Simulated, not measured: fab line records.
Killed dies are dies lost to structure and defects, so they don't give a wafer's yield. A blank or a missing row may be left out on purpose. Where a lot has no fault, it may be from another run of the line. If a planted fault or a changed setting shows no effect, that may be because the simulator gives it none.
One fault seen from 2 desks || flow gf180mcu || each desk has only its own numbers; what lay behind them comes last

THE METROLOGY DESK
Means of the sampled wafers that have a number, per lot and without regard to the tool the lot ran on: this is what the gauges read. The brackets show how far a lot's mean lies from the usual mean; more than 4 standard deviations puts the lot out of limits, marked OUT.
Columns: A = cdNm at GF_M3_CD_MEAS_14, usual 280.4 nm; B = M3_OVL at GF_M3_OVL_MEAS_15, usual -2 nm; C = V3_CVD_00_THK at GF_V3_THK_MEAS_01, usual 600 nm; D = V3_CVD_02_THK at GF_V3_THK_MEAS_03, usual 850 nm
{"lot": "L531", "first seen here": "day 23 16:37", "A": 279.8, "B": -2, "C": 600, "D": 857}
{"lot": "L533", "first seen here": "day 24 21:38", "A": 278.9, "B": -2, "C": 604, "D": 850}
{"lot": "L537", "first seen here": "day 25 22:29", "A": 279.9, "B": 2, "C": 609, "D": 843}
{"lot": "L540", "first seen here": "day 27 02:04", "A": 281.1, "B": -1, "C": 593, "D": 855}
{"lot": "L544", "first seen here": "day 28 04:04", "A": 278.5, "B": -9, "C": 593, "D": 846}
{"lot": "L547", "first seen here": "day 28 11:07", "A": 280.7, "B": -7, "C": 601, "D": 835}
This desk's finding: nothing out of limits on any of the 6 lots.

THE TOOL OWNER'S DESK: pecvd-04
The tool's own readings at GF_V3_CVD_02 (deposits SiO2 from TEOS, target thk 850 nm, time 94.851 s): means of the sampled wafers that have a number, for each lot that ran on this tool. The brackets show how far a lot's mean lies from the usual mean; more than 4 standard deviations puts the lot out of limits, marked OUT.
Columns: A = heaterPowerOuterW at GF_V3_CVD_02, usual 371 W; B = heaterPowerW at GF_V3_CVD_02, usual 657 W; C = rfFwdPowerW at GF_V3_CVD_02, usual 597.3 W
{"lot": "L531", "first seen here": "day 23 17:33", "A": 325, "B": 598, "C": 596.2}
{"lot": "L540", "first seen here": "day 27 03:05", "A": 338, "B": 590, "C": "567.3 (-16) OUT"}
{"lot": "L544", "first seen here": "day 28 05:01", "A": 364, "B": 629, "C": "565.9 (-17) OUT"}
This desk's finding: out of limits on L540, L544; first on L540, day 27 03:05 (rfFwdPowerW at GF_V3_CVD_02). L531 stayed within limits.

ALL TOGETHER
The tool owner's desk had the chance to raise an alarm at day 27 03:05 on L540, L544.
The metrology desk saw nothing out of limits.
The metrology desk holds a record of L540, L544, inside its limits.
Every lot named ran GF_V3_CVD_02 on pecvd-04.

WHAT THE SIMULATOR HAD PUT IN
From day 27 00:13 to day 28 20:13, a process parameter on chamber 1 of pecvd-04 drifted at GF_V3_CVD_02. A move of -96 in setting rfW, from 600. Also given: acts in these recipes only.
Shown lots that were struck: L540, L544.
Hours from the fault's start to each desk's first reading out of limits: the tool owner's desk, 3.
